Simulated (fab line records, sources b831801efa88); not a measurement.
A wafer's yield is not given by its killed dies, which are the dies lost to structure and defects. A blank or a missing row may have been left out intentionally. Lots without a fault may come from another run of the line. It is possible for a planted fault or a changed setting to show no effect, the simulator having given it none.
fab line records	flow sky130
record: lots: 6	wafers: 18	last-day: 50
route steps=708 shown LOCAL_INTERCONNECT@390 CONTACT@406 PAD_OPEN@708
lots that met no fault: from a run of the same line without faults
start-h: hours from the record's first day to the start of the lot's first wafer shown	wait-h: hours from the lot's prior step to this one	" repeats the value in the row above	L1.1+2: a single row standing in for several wafers	- no value, or no start given	* or withheld: withheld	< > ~ a bound
route shown NAME@n: a module of which the file shows steps, and the number in the route of the first	usual: mean/standard deviation of fault-free wafers	same: alike in all rows	chamber/n: place in a boat	sites: each site's reading	_std_site: the values' standard deviation	_edge_site: inner sites' mean taken away from outer sites' mean	radius-mm: for every site, how far away it sits from the centre of the wafer	mask NAME#n: copy n	behind: tool/chamber where the wafer was last shaped	hold: why the lot went on hold/how many hours it stayed there/how the hold came to an end	device: names the non-switching transistor (n, p or np)	end of line: the same wafers' tests at the end of the route	where a step has no rows: the recipe by itself	killed: at the first sort, the dies lost to defects and structure; wafer yield is something else	map: a wafer's dies, x killed, . not, _ none there
set.NAME: setting as actually run; set.NAME@STEP: the setting as run at that earlier step	model.NAME: the simulator's own value behind a step, which no gauge read
lots at selected steps of the route; one table per step, one row per wafer
services: from which hour (start-h, from the record's first day; less than 0 if before it) a tool's chamber was out of use, for how many hours, and why
== steps ==
step: SKY_LOCAL_INTERCONNECT_DEHYDRATE_03
recipe: temp-c: 200	time-s: 60
step: SKY_LOCAL_INTERCONNECT_HMDS_04
recipe: prime-time-s: 60	prime-temp-c: 120
step: SKY_LOCAL_INTERCONNECT_COAT_05
recipe: resist: BARC	temp-c: withheld	time-s: withheld	spin-rpm: 3000	resist-thk-nm: 60
step: SKY_LOCAL_INTERCONNECT_COAT_06
recipe: resist: KrF-thick	spin-rpm: 3000	resist-thk-nm: 450
step: SKY_LOCAL_INTERCONNECT_SOFTBAKE_07
recipe: temp-c: 100	time-s: 90	resist: KrF-thick
step: SKY_LOCAL_INTERCONNECT_EXPOSE_08
recipe: mask-id: LI1M	na: 0.8	source-shape: annular	sigma-inner: 0.55	sigma-outer: 0.85	target-cd-nm: 170	dose-mj: 28
step: SKY_LOCAL_INTERCONNECT_PEB_09
recipe: peb-temp-c: withheld	peb-time-s: withheld	resist: KrF-thick
step: SKY_LOCAL_INTERCONNECT_DEVELOP_10
recipe: develop-time-s: 60	resist: KrF-thick	dev-temp-c: 21
step: SKY_LOCAL_INTERCONNECT_CD_MEAS_11
recipe: target-cd-nm: 170
usual: cd-nm: 170.2/1.6
lot.wafer	tool	chamber	start-h	wait-h	cd-nm
L310.4	cd-sem-01	-	712.80	-	170.7
L310.5	"	-	"	"	171.2
L310.6	"	-	"	"	171.3
L312.2	cd-sem-01	-	747.56	-	172.2
L312.3	"	-	"	"	173.4
L312.5	"	-	"	"	171.5
L320.3	cd-sem-01	-	800.11	-	167.6
L320.5	"	-	"	"	167.7
L320.6	"	-	"	"	169.0
L321.2	cd-sem-02	-	804.91	-	167.3
L321.3	"	-	"	"	167.3
L321.6	"	-	"	"	169.1
L326.1	cd-sem-02	-	837.37	-	170.3
L326.2	"	-	"	"	168.6
L326.4	"	-	"	"	170.8
L331.2	cd-sem-02	-	879.97	-	170.0
L331.3	"	-	"	"	169.6
L331.6	"	-	"	"	169.2
step: SKY_LOCAL_INTERCONNECT_OVL_MEAS_12
usual: LOCAL_INTERCONNECT_OVL: 4/5.2
lot.wafer	tool	chamber	start-h	wait-h	LOCAL_INTERCONNECT_OVL[nm]
L310.4	overlay-01	-	712.88	0.1	0
L310.5	"	-	"	"	5
L310.6	"	-	"	"	4
L312.2	overlay-02	-	747.67	0.1	8
L312.3	"	-	"	"	7
L312.5	"	-	"	"	4
L320.3	overlay-02	-	800.20	0.1	8
L320.5	"	-	"	"	0
L320.6	"	-	"	"	-4
L321.2	overlay-02	-	805.03	0.1	5
L321.3	"	-	"	"	6
L321.6	"	-	"	"	4
L326.1	overlay-01	-	837.49	0.1	11
L326.2	"	-	"	"	10
L326.4	"	-	"	"	11
L331.2	overlay-01	-	880.07	0.1	0
L331.3	"	-	"	"	3
L331.6	"	-	"	"	-3
step: SKY_LOCAL_INTERCONNECT_ETCH_13
recipe: chemistry: N2/H2	target: BARC	ion-energy-ev: 200	bias-w: 100	pressure-mtorr: 30	n2-flow-sccm: 100	h2-flow-sccm: 200	icp-w: 500	stop-on: SiO2	time-s: 45.9	target-depth-a: 600
step: SKY_LOCAL_INTERCONNECT_METAL_ETCH_14
recipe: target-depth-nm: 110	stop-on: PSG	chemistry: Cl2/BCl3	target: TiN	resist-sidewall-deg: 88	pressure-mtorr: 10	icp-w: 900	bias-w: 48.5	Cl2_flow_sccm: 60	bcl3-flow-sccm: 30	time-s: 31.4
usual: drypump-motor-current-A: 5.8/0.54	oes-product-au: 0.943/0.0088	rf-fwd-power-W: 891/3.2	throttle-valve-pct: 21.899/0.011
lot.wafer	tool	chamber	start-h	wait-h	drypump-motor-current-A	oes-product-au	rf-fwd-power-W	rf-hours-counter-h	throttle-valve-pct
L310.4	rie-metal-04	1	713.07	0.1	6.0	0.938	886	-	21.915
L310.5	"	1	"	"	6.1	0.927	890	-	21.902
L310.6	"	1	"	"	6.1	0.937	888	-	21.899
L312.2	rie-metal-04	1	747.76	0.0	6.1	0.946	893	5	21.903
L312.3	"	1	"	"	6.1	0.941	892	-	21.906
L312.5	"	0	"	"	5.0	0.941	890	-	21.893
L320.3	rie-metal-02	0	800.31	0.0	5.6	0.937	892	-	21.886
L320.5	"	0	"	"	5.6	0.936	891	-	21.905
L320.6	"	1	"	"	5.2	0.935	891	-	21.889
L321.2	rie-metal-04	0	805.13	0.0	5.0	0.935	890	14	21.893
L321.3	"	0	"	"	5.0	0.941	894	-	21.907
L321.6	"	0	"	"	5.0	0.949	895	-	21.897
L326.1	rie-metal-01	1	837.65	0.1	6.5	0.947	890	6	21.880
L326.2	"	1	"	"	6.5	0.944	889	-	21.893
L326.4	"	1	"	"	6.5	0.944	891	-	21.882
L331.2	rie-metal-04	0	880.17	0.0	5.0	0.935	892	0	21.887
L331.3	"	0	"	"	5.0	0.935	891	-	21.917
L331.6	"	0	"	"	5.0	0.943	893	-	21.892
step: SKY_LOCAL_INTERCONNECT_STRIP_15
recipe: chemistry: O2/N2	power-w: 1400	pressure-mtorr: 1500	platen-temp-c: withheld	o2-flow-sccm: 3000	n2-flow-sccm: 300	overash-fraction: 0.5
usual: drypump-motor-current-A: 5.5/0.5	oes-product-au: 0.427/0.0048	strip-time-to-endpoint-s: 4.735/0.021
same: overash-fraction: 0.5
lot.wafer	tool	chamber	start-h	wait-h	drypump-motor-current-A	oes-product-au	rf-hours-counter-h	strip-time-to-endpoint-s
L310.4	plasma-asher-04	0	713.16	0.1	4.7	0.432	-	4.745
L310.5	"	0	"	"	4.7	0.430	-	4.749
L310.6	"	1	"	"	5.8	0.423	-	4.764
L312.2	plasma-asher-02	0	747.81	0.0	6.5	0.415	58	4.731
L312.3	"	1	"	"	6.0	0.425	-	4.744
L312.5	"	1	"	"	6.0	0.425	-	4.747
L320.3	plasma-asher-04	0	800.37	0.1	4.7	0.437	-	4.727
L320.5	"	1	"	"	5.8	0.428	-	4.732
L320.6	"	0	"	"	4.7	0.424	-	4.749
L321.2	plasma-asher-04	1	805.18	0.0	5.8	0.429	37	4.764
L321.3	"	0	"	"	4.7	0.422	-	4.741
L321.6	"	0	"	"	4.7	0.433	-	4.740
L326.1	plasma-asher-03	1	837.76	0.1	5.3	0.428	9	4.708
L326.2	"	0	"	"	5.4	0.422	9	4.691
L326.4	"	1	"	"	5.4	0.420	-	4.733
L331.2	plasma-asher-04	1	880.22	0.0	5.8	0.431	44	4.740
L331.3	"	1	"	"	5.8	0.430	-	4.738
L331.6	"	0	"	"	4.8	0.429	-	4.764
step: SKY_LOCAL_INTERCONNECT_STRIP_16
recipe: chemistry: post-etch-residue-remover	time-s: 1200	temp-c: 72.5
step: SKY_LOCAL_INTERCONNECT_CLEAN_17
recipe: chemistry: IPA	time-s: 180	temp-c: 25
step: SKY_LOCAL_INTERCONNECT_CLEAN_18
recipe: chemistry: O3/DIW	dry: n2-spin
step: SKY_CONTACT_CVD_00
recipe: material: Si3N4	target-thk-nm: 75	temp-c: 400	time-s: withheld	rf-w: 450
step: SKY_CONTACT_THK_MEAS_01
recipe: reads: Si3N4_of_CONTACT_CVD_00
usual: CONTACT_CVD_00_THK: 74.9/1
lot.wafer	tool	chamber	start-h	wait-h	CONTACT_CVD_00_THK[nm]
L310.4	film-metro-01	-	714.18	-	73.9
L310.5	"	-	"	"	75.5
L310.6	"	-	"	"	76.3
L312.2	film-metro-04	-	748.46	-	74.5
L312.3	"	-	"	"	75.0
L312.5	"	-	"	"	75.8
L320.3	film-metro-01	-	801.07	-	75.3
L320.5	"	-	"	"	76.5
L320.6	"	-	"	"	75.2
L321.2	film-metro-04	-	805.81	-	74.9
L321.3	"	-	"	"	75.1
L321.6	"	-	"	"	75.7
L326.1	film-metro-03	-	838.45	-	75.1
L326.2	"	-	"	"	75.5
L326.4	"	-	"	"	75.7
L331.2	film-metro-03	-	880.88	-	75.3
L331.3	"	-	"	"	76.4
L331.6	"	-	"	"	76.4
step: SKY_CONTACT_HDPCVD_02
recipe: material: SiO2	target-thk-nm: 565	sigma-open-frac: 0.3	time-s: 94.2	temp-c: 600	sih4-flow-sccm: 60	pressure-mtorr: 6
step: SKY_CONTACT_THK_MEAS_03
recipe: reads: SiO2_of_CONTACT_HDPCVD_02
usual: CONTACT_HDPCVD_THK: 564/5.3
lot.wafer	tool	chamber	start-h	wait-h	CONTACT_HDPCVD_THK[nm]
L310.4	film-metro-04	-	714.31	0.0	569
L310.5	"	-	"	"	562
L310.6	"	-	"	"	564
L312.2	film-metro-03	-	748.59	0.0	561
L312.3	"	-	"	"	570
L312.5	"	-	"	"	557
L320.3	film-metro-04	-	801.20	0.1	561
L320.5	"	-	"	"	556
L320.6	"	-	"	"	554
L321.2	film-metro-01	-	805.94	0.0	563
L321.3	"	-	"	"	563
L321.6	"	-	"	"	560
L326.1	film-metro-01	-	838.58	0.0	555
L326.2	"	-	"	"	567
L326.4	"	-	"	"	559
L331.2	film-metro-01	-	881.00	0.0	569
L331.3	"	-	"	"	577
L331.6	"	-	"	"	564
step: SKY_CONTACT_CMP_04
recipe: material: SiO2	down-force-psi: 4	platen-rpm: 60	pad-velocity-m-s: 0.94248
usual: head-pressure-psi: 4.000/0.0089	motor-current-A: 13.0/1	slurry-filter-dp-kPa: 13.49/0.14	time-to-endpoint-s: 83/5.1
lot.wafer	tool	chamber	start-h	wait-h	head-pressure-psi	motor-current-A	slurry-filter-dp-kPa	time-to-endpoint-s
L310.4	cmp-01	2	714.44	0.1	3.996	12.0	13.38	85
L310.6	"	0	"	"	4.019	14.5	13.41	88
L310.5	"	1	"	"	3.997	14.9	13.60	87
L312.2	cmp-01	2	748.64	0.0	4.006	11.7	13.67	81
L312.3	"	1	"	"	4.004	14.0	13.25	88
L312.5	"	2	"	"	3.998	12.3	13.57	80
L320.3	cmp-01	1	801.34	0.1	4.005	15.5	13.69	79
L320.6	"	3	"	"	3.999	12.5	13.30	73
L320.5	"	0	"	"	3.999	14.1	13.46	81
L321.2	cmp-02	1	806.09	0.1	3.999	12.7	13.70	83
L321.3	"	2	"	"	3.995	13.6	13.44	83
L321.6	"	0	"	"	3.993	12.3	13.42	79
L326.2	cmp-01	2	838.64	0.0	4.008	12.4	13.58	82
L326.1	"	3	"	"	3.996	12.9	13.33	75
L326.4	"	1	"	"	4.008	14.1	13.23	83
L331.3	cmp-01	3	881.14	0.1	4.003	12.6	13.31	87
L331.2	"	2	"	"	4.008	12.3	13.48	84
L331.6	"	3	"	"	4.007	13.3	13.54	81
step: SKY_CONTACT_BOW_MEAS_05
recipe: mode: bow
usual: CONTACT_BOW: 84/6.9
lot.wafer	tool	chamber	start-h	wait-h	CONTACT_BOW[um]
L310.4	film-metro-01	-	714.70	0.2	99
L310.5	"	-	"	"	99
L310.6	"	-	"	"	91
L312.2	film-metro-03	-	748.96	0.3	88
L312.3	"	-	"	"	82
L312.5	"	-	"	"	86
L320.3	film-metro-03	-	801.58	0.2	94
L320.5	"	-	"	"	86
L320.6	"	-	"	"	92
L321.2	film-metro-03	-	806.31	0.2	83
L321.3	"	-	"	"	94
L321.6	"	-	"	"	93
L326.1	film-metro-03	-	838.94	0.2	81
L326.2	"	-	"	"	92
L326.4	"	-	"	"	92
L331.2	film-metro-04	-	881.46	0.1	84
L331.3	"	-	"	"	85
L331.6	"	-	"	"	77
step: SKY_CONTACT_DEHYDRATE_06
recipe: temp-c: 200	time-s: 60
step: SKY_CONTACT_HMDS_07
recipe: prime-time-s: 60	prime-temp-c: 120
step: SKY_CONTACT_COAT_08
recipe: resist: BARC	temp-c: withheld	time-s: withheld	spin-rpm: 3000	resist-thk-nm: 60
step: SKY_CONTACT_COAT_09
recipe: resist: KrF-thick	spin-rpm: 3000	resist-thk-nm: 450
step: SKY_CONTACT_SOFTBAKE_10
recipe: temp-c: 100	time-s: 90	resist: KrF-thick
step: SKY_CONTACT_EXPOSE_11
recipe: mask-id: CTM1	na: 0.8	source-shape: annular	sigma-inner: 0.55	sigma-outer: 0.85	target-cd-nm: 170	dose-mj: 38
step: SKY_CONTACT_PEB_12
recipe: peb-temp-c: withheld	peb-time-s: withheld	resist: KrF-thick
step: SKY_CONTACT_DEVELOP_13
recipe: develop-time-s: 60	resist: KrF-thick	dev-temp-c: 21
step: SKY_CONTACT_CD_MEAS_14
recipe: target-cd-nm: 170
usual: cd-nm: 170.5/1.5
lot.wafer	tool	chamber	start-h	wait-h	cd-nm
L310.4	cd-sem-02	-	741.56	-	169.8
L310.5	"	-	"	"	172.3
L310.6	"	-	"	"	171.5
L312.2	cd-sem-01	-	776.17	-	172.3
L312.3	"	-	"	"	170.7
L312.5	"	-	"	"	172.2
L320.3	cd-sem-01	-	827.19	-	170.4
L320.5	"	-	"	"	170.1
L320.6	"	-	"	"	169.5
L321.2	cd-sem-01	-	830.77	-	170.7
L321.3	"	-	"	"	172.6
L321.6	"	-	"	"	170.4
L326.1	cd-sem-01	-	862.55	-	170.0
L326.2	"	-	"	"	169.2
L326.4	"	-	"	"	170.1
L331.2	cd-sem-02	-	906.61	-	172.1
L331.3	"	-	"	"	171.6
L331.6	"	-	"	"	171.7
step: SKY_CONTACT_OVL_MEAS_15
usual: CONTACT_OVL: 1/5.3
lot.wafer	tool	chamber	start-h	wait-h	CONTACT_OVL[nm]
L310.4	overlay-02	-	741.64	0.1	-4
L310.5	"	-	"	"	2
L310.6	"	-	"	"	-3
L312.2	overlay-01	-	776.27	0.1	-2
L312.3	"	-	"	"	4
L312.5	"	-	"	"	-1
L320.3	overlay-02	-	827.28	0.1	-5
L320.5	"	-	"	"	-6
L320.6	"	-	"	"	0
L321.2	overlay-02	-	830.87	0.1	13
L321.3	"	-	"	"	7
L321.6	"	-	"	"	4
L326.1	overlay-02	-	862.67	0.1	-1
L326.2	"	-	"	"	-2
L326.4	"	-	"	"	0
L331.2	overlay-02	-	906.72	0.1	1
L331.3	"	-	"	"	5
L331.6	"	-	"	"	8
step: SKY_CONTACT_ETCH_16
recipe: chemistry: N2/H2	target: BARC	ion-energy-ev: 200	source-w: 500	bias-w: 100	pressure-mtorr: 30	n2-flow-sccm: 100	h2-flow-sccm: 200	stop-on: SiO2	time-s: 45.9	target-depth-a: 600
usual: drypump-motor-current-A: 5.6/0.43	oes-product-au: 0.854/0.0046	rf-fwd-power-W: 495.1/1.8	throttle-valve-pct: 13.224/0.01
lot.wafer	tool	chamber	start-h	wait-h	drypump-motor-current-A	oes-product-au	rf-fwd-power-W	rf-hours-counter-h	throttle-valve-pct
L310.4	rie-diel-01	0	741.65	0.0	5.3	0.851	494.1	12	13.204
L310.5	"	3	"	"	5.5	0.847	492.8	-	13.228
L310.6	"	2	"	"	5.6	0.857	495.3	-	13.207
L312.2	rie-diel-01	2	776.30	0.0	5.6	0.852	494.6	9	13.226
L312.3	"	0	"	"	5.3	0.859	493.0	13	13.230
L312.5	"	0	"	"	5.3	0.855	494.7	-	13.226
L320.3	rie-diel-02	2	827.30	0.0	6.6	0.855	491.5	13	13.211
L320.5	"	2	"	"	6.6	0.853	493.4	-	13.209
L320.6	"	3	"	"	5.5	0.851	495.4	-	13.242
L321.2	rie-diel-02	3	830.90	0.0	5.6	0.845	495.4	21	13.231
L321.3	"	0	"	"	5.5	0.854	493.1	23	13.219
L321.6	"	1	"	"	5.5	0.853	496.3	-	13.232
L326.1	rie-diel-04	0	862.70	0.0	6.3	0.853	492.1	24	13.237
L326.2	"	3	"	"	5.8	0.853	496.9	12	13.234
L326.4	"	2	"	"	6.2	0.851	495.3	3	13.219
L331.2	rie-diel-02	3	906.75	0.0	5.6	0.858	497.1	23	13.240
L331.3	"	1	"	"	5.6	0.868	496.7	18	13.204
L331.6	"	3	"	"	5.6	0.855	496.2	-	13.234
step: SKY_CONTACT_ETCH_17
recipe: target: SiO2	chemistry: C4F8/O2/Ar	stop-on: Si3N4	mask-material: KrF-thick	source-w: 1500	bias-w: 1200	pressure-mtorr: 40	c4f8-flow-sccm: withheld	O2_flow_sccm: 6	Ar_flow_sccm: 300	time-s: withheld	target-depth-a: 3400
step: SKY_CONTACT_ETCH_18
recipe: target: Si3N4	chemistry: CHF3/O2	stop-on: TiN	source-w: 600	bias-w: 200	pressure-mtorr: 40	chf3-flow-sccm: 50	O2_flow_sccm: 5	time-s: 39	target-depth-a: 750
step: SKY_CONTACT_STRIP_19
recipe: chemistry: O2/N2	power-w: 1400	pressure-mtorr: 1500	platen-temp-c: withheld	o2-flow-sccm: 3000	n2-flow-sccm: 300	overash-fraction: 0.5
usual: drypump-motor-current-A: 5.7/0.47	oes-product-au: 0.381/0.0049	strip-time-to-endpoint-s: 3.622/0.03
same: overash-fraction: 0.5
lot.wafer	tool	chamber	start-h	wait-h	drypump-motor-current-A	oes-product-au	rf-hours-counter-h	strip-time-to-endpoint-s
L310.4	plasma-asher-02	0	741.82	-	6.4	0.386	-	3.622
L310.5	"	1	"	"	5.9	0.379	-	3.657
L310.6	"	0	"	"	6.4	0.376	-	3.615
L312.2	plasma-asher-01	1	776.44	-	5.0	0.378	101	3.616
L312.3	"	0	"	"	5.7	0.376	-	3.601
L312.5	"	1	"	"	5.0	0.378	-	3.628
L320.3	plasma-asher-01	0	827.47	-	5.6	0.390	-	3.637
L320.5	"	1	"	"	5.0	0.370	-	3.649
L320.6	"	0	"	"	5.7	0.377	-	3.643
L321.2	plasma-asher-01	0	831.04	-	5.7	0.375	106	3.659
L321.3	"	1	"	"	5.0	0.378	-	3.648
L321.6	"	0	"	"	5.7	0.380	-	3.556
L326.1	plasma-asher-03	0	862.84	-	5.4	0.377	12	3.651
L326.2	"	1	"	"	5.4	0.384	12	3.635
L326.4	"	1	"	"	5.4	0.381	-	3.611
L331.2	plasma-asher-01	1	906.88	-	5.0	0.380	114	3.656
L331.3	"	1	"	"	5.0	0.380	-	3.558
L331.6	"	1	"	"	5.0	0.378	-	3.635
step: SKY_CONTACT_STRIP_20
recipe: chemistry: post-etch-residue-remover	time-s: 1200	temp-c: 72.5
step: SKY_CONTACT_CLEAN_21
recipe: chemistry: IPA	time-s: 180	temp-c: 25
step: SKY_CONTACT_CLEAN_22
recipe: chemistry: O3/DIW	dry: n2-spin
step: SKY_CONTACT_SPUTTER_23
recipe: material: TiN	target-thk-nm: 20	chamber-pressure-pa: 5	power-w: 4000	time-s: 80
step: SKY_CONTACT_CVD_24
recipe: material: W	target-thk-nm: 340	time-s: 102.12	temp-c: 400	pressure-torr: 40
usual: heater-power-outer-w: 519/35	heater-power-w: 872/73
lot.wafer	tool	chamber	start-h	wait-h	heater-power-outer-w	heater-power-w
L310.4	cvd-w-01	0	742.52	0.1	541	896
L310.5	"	1	"	"	455	758
L310.6	"	0	"	"	552	874
L312.2	cvd-w-02	1	777.09	0.0	544	970
L312.3	"	1	"	"	543	962
L312.5	"	0	"	"	529	873
L320.3	cvd-w-01	1	828.28	0.1	463	761
L320.5	"	1	"	"	455	741
L320.6	"	0	"	"	545	903
L321.2	cvd-w-01	0	831.80	0.0	549	890
L321.3	"	1	"	"	460	796
L321.6	"	1	"	"	462	777
L326.1	cvd-w-01	0	863.49	0.0	529	924
L326.2	"	1	"	"	460	780
L326.4	"	0	"	"	541	875
L331.2	cvd-w-02	0	907.54	0.0	535	840
L331.3	"	0	"	"	522	849
L331.6	"	0	"	"	511	857
step: SKY_CONTACT_RS_MEAS_25
recipe: thk-meas-gauge: four-point-probe	reads: W_of_CONTACT_CVD_24+TiN_of_CONTACT_SPUTTER_23
usual: CONTACT_W_RS: 0.341/0.004
lot.wafer	tool	chamber	start-h	wait-h	CONTACT_W_RS[ohm/sq]
L310.4	film-metro-04	-	742.65	0.1	0.345
L310.5	"	-	"	"	0.342
L310.6	"	-	"	"	0.343
L312.2	film-metro-03	-	777.22	0.1	0.344
L312.3	"	-	"	"	0.337
L312.5	"	-	"	"	0.336
L320.3	film-metro-03	-	828.39	0.1	0.345
L320.5	"	-	"	"	0.342
L320.6	"	-	"	"	0.341
L321.2	film-metro-04	-	831.93	0.1	0.344
L321.3	"	-	"	"	0.347
L321.6	"	-	"	"	0.347
L326.1	film-metro-03	-	863.60	0.1	0.337
L326.2	"	-	"	"	0.341
L326.4	"	-	"	"	0.340
L331.2	film-metro-03	-	907.67	0.1	0.337
L331.3	"	-	"	"	0.339
L331.6	"	-	"	"	0.333
step: SKY_PAD_OPEN_PROBE_99
usual: killed_at_M0_to_M3: 44/6.9	killed_at_M4_up: 3.0/1.5	killed-at-contacts: 24/5.2	killed-at-front-end: 15/4.1	killed-at-other: 0.4/0.62	killed-dies: 87/9.6	killed-open: 47/7	killed-short: 40/6.2
same: gross-dies: 492	killed-at-back-side: 0
lot.wafer	tool	chamber	start-h	wait-h	killed_at_M0_to_M3	killed_at_M4_up	killed-at-contacts	killed-at-front-end	killed-at-other	killed-dies	killed-open	killed-short
L312.2	prober-01	-	1103.62	0.1	45	4	24	11	1	85	36	49
L312.3	prober-01	-	1103.67	0.2	40	4	17	10	0	71	37	33
L312.5	prober-01	-	1103.77	0.2	39	2	19	14	1	75	46	27
L320.3	prober-01	-	1143.80	0.2	49	2	63	17	0	131	49	42
L320.5	prober-01	-	1143.90	0.2	31	0	62	7	1	101	30	27
L320.6	prober-01	-	1143.95	0.2	36	3	61	11	0	111	41	33
L321.2	prober-02	-	1144.77	0.1	44	1	84	10	1	140	55	38
L321.3	prober-02	-	1144.82	0.2	43	2	67	17	0	129	42	44
L321.6	prober-02	-	1144.97	0.2	38	3	59	13	1	114	46	28
killed by level:class
L312.2 VIA1:geometric-particle:open=9 CONTACT:geometric-particle:open=8 METAL1:geometric-particle:short=8 CONTACT:geometric-particle:short=7 VIA1:geometric-particle:short=7 VIA2:geometric-particle:open=5 METAL2:geometric-particle:short=4 LOCAL_INTERCONNECT:geometric-particle:short=4
L312.3 VIA1:geometric-particle:open=13 LI_CONTACT:geometric-particle:open=6 CONTACT:geometric-particle:open=6 VIA1:geometric-particle:short=6 METAL2:geometric-particle:short=6 METAL1:geometric-particle:short=5 VIA3:geometric-particle:open=5 FIELD_ISO:geometric-particle:open=3
L312.5 VIA1:geometric-particle:open=10 LI_CONTACT:geometric-particle:open=8 VIA2:geometric-particle:open=5 VIA3:geometric-particle:open=5 VIA1:geometric-particle:short=4 CONTACT:geometric-particle:short=4 CONTACT:geometric-particle:open=4 VIA2:geometric-particle:short=4
L320.3 LOCAL_INTERCONNECT:unspecified=40 VIA3:geometric-particle:open=11 CONTACT:geometric-particle:open=9 METAL1:geometric-particle:short=8 VIA1:geometric-particle:open=7 LI_CONTACT:geometric-particle:open=6 FIELD_ISO:geometric-particle:short=5 VIA2:geometric-particle:open=5
L320.5 LOCAL_INTERCONNECT:unspecified=44 CONTACT:geometric-particle:open=8 VIA1:geometric-particle:open=7 VIA2:geometric-particle:open=6 LI_CONTACT:geometric-particle:open=4 METAL1:geometric-particle:short=4 METAL2:geometric-particle:short=4 CONTACT:geometric-particle:short=3
L320.6 LOCAL_INTERCONNECT:unspecified=37 LI_CONTACT:geometric-particle:open=11 VIA1:geometric-particle:open=11 CONTACT:geometric-particle:short=6 VIA1:geometric-particle:short=6 VIA2:geometric-particle:open=5 METAL2:geometric-particle:short=4 VIA3:geometric-particle:open=4
L321.2 LOCAL_INTERCONNECT:unspecified=47 CONTACT:geometric-particle:open=14 VIA1:geometric-particle:open=13 LI_CONTACT:geometric-particle:open=11 CONTACT:geometric-particle:short=7 VIA1:geometric-particle:short=7 VIA3:geometric-particle:open=7 METAL2:geometric-particle:short=6
L321.3 LOCAL_INTERCONNECT:unspecified=42 VIA1:geometric-particle:open=10 CONTACT:geometric-particle:short=8 METAL2:geometric-particle:short=7 LI_CONTACT:geometric-particle:open=6 METAL1:geometric-particle:short=6 CONTACT:geometric-particle:open=5 VIA3:geometric-particle:open=5
L321.6 LOCAL_INTERCONNECT:unspecified=40 VIA1:geometric-particle:open=12 CONTACT:geometric-particle:open=9 VIA2:geometric-particle:open=6 VIA3:geometric-particle:open=6 FIELD_ISO:geometric-particle:open=4 CONTACT:geometric-particle:short=4 METAL1:geometric-particle:short=4
map L320.3 (x killed, . not)
__________........x._________
________x.....x....x.._______
______.................._____
_____....xx...........x.x____
____.....xxx....x.........___
___..x.x.x.x..xxx.........x__
__..x...x.x................._
_..x...x..xx...x.............
_x.x......x...............x..
_....x........xxx......x.....
_.x.x...x.....x..xxx....xxx..
_.......xx...x..x.x..x.x.x...
_x.x..........x..............
_..x.x...x........xx.x....x..
_...xx.x.xx...x..x.....x.....
__.x..xxxx.x..........x....._
___..xxxxxxx.xx.x.......x..__
____xxxxxxxx.........x....___
_____xxxxxxxxx.x..x.x..x.____
______x.xxxxxxx......xx._____
________.xx.x.......x._______
__________..x.xx.x.._________
map L321.2 (x killed, . not)
__________.......x.._________
________x...x.x...xx.._______
______xx.......xxx..xx.._____
_____xx....x....x....x...____
____..x.xx.......x........___
___.xx......xx.............__
__.x.x....x...............x._
_.x..........x.x...x.........
_..x............x..xx......x.
_x.x..........xx..x...x.x.xxx
_...x....xx...xxx.x..........
_..x.......x.xxxxxxx....x.x..
_..x.....x..xxxxxxx...x.xxx..
_xx.xxxx..xxxxxxxxxx...x.....
_......xx.x.xxxxxxxx.x.xx....
__...........xxxxxx........._
___xx.......x.xx.x.........__
____...........xx..xxxxx..___
_____x.x....x.x...x......____
______.....x..........x._____
________......x...x..._______
__________..x......._________
== services ==
tool	chamber	start-h	hours	kind
cmp-01	-	690.29	1.1	repair
cmp-01	-	699.04	2.6	repair
cvd-w-01	1	701.35	3.2	repair
rie-metal-04	0	706.46	8.0	repair
rie-diel-02	3	711.23	24.4	repair
cmp-01	-	722.59	0.8	repair
cmp-01	-	728.36	6.6	pm
plasma-asher-04	-	729.30	8.3	repair
cmp-01	-	744.00	4.0	pm
rie-diel-02	2	751.56	2.4	repair
rie-diel-02	-	771.30	14.6	pm
cmp-01	-	804.65	1.5	repair
cmp-01	-	807.68	1.6	repair
plasma-asher-01	-	819.21	1.2	repair
plasma-asher-01	-	822.79	4.0	pm
cmp-01	-	826.36	5.6	pm
rie-metal-04	1	866.64	1.6	repair
rie-diel-02	-	868.98	2.8	pm
plasma-asher-04	-	869.92	5.3	repair
rie-diel-02	3	872.00	12.6	repair
rie-diel-02	2	883.21	9.7	repair
rie-metal-04	0	887.31	3.6	repair
cvd-w-01	-	904.00	14.0	pm
cvd-w-01	1	904.07	4.9	repair
== key ==
first-sign: step: SKY_PAD_OPEN_PROBE_99	reading: killed-at-contacts	direction: up	sigmas: 8	usual: 24	struck: 66
effect: step: SKY_PAD_OPEN_PROBE_99	reading: killed-dies	direction: up	sigmas: 3.5	usual: 87	struck: 121
met-at SKY_LOCAL_INTERCONNECT_STRIP_15
struck-wafers L320.3,L320.5,L320.6,L321.2,L321.3,L321.6
tester-left-out L320,L321
onset-between 713.16 800.37
fault: kind: chamber-particle-source	tool: plasma-asher-04	chamber: -	onset-h: 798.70	steps: SKY_LOCAL_INTERCONNECT_STRIP_15	rate-per-visit-cm2: 0.49448	end-h: 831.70
tester-left-out: of these lots the tester's yield and bins aren't shown, on N5 and GAA mostly nor the transistor test; their killed dies are dies lost to structure and defects alone, not to doping, threshold or leakage, so they don't give the yield
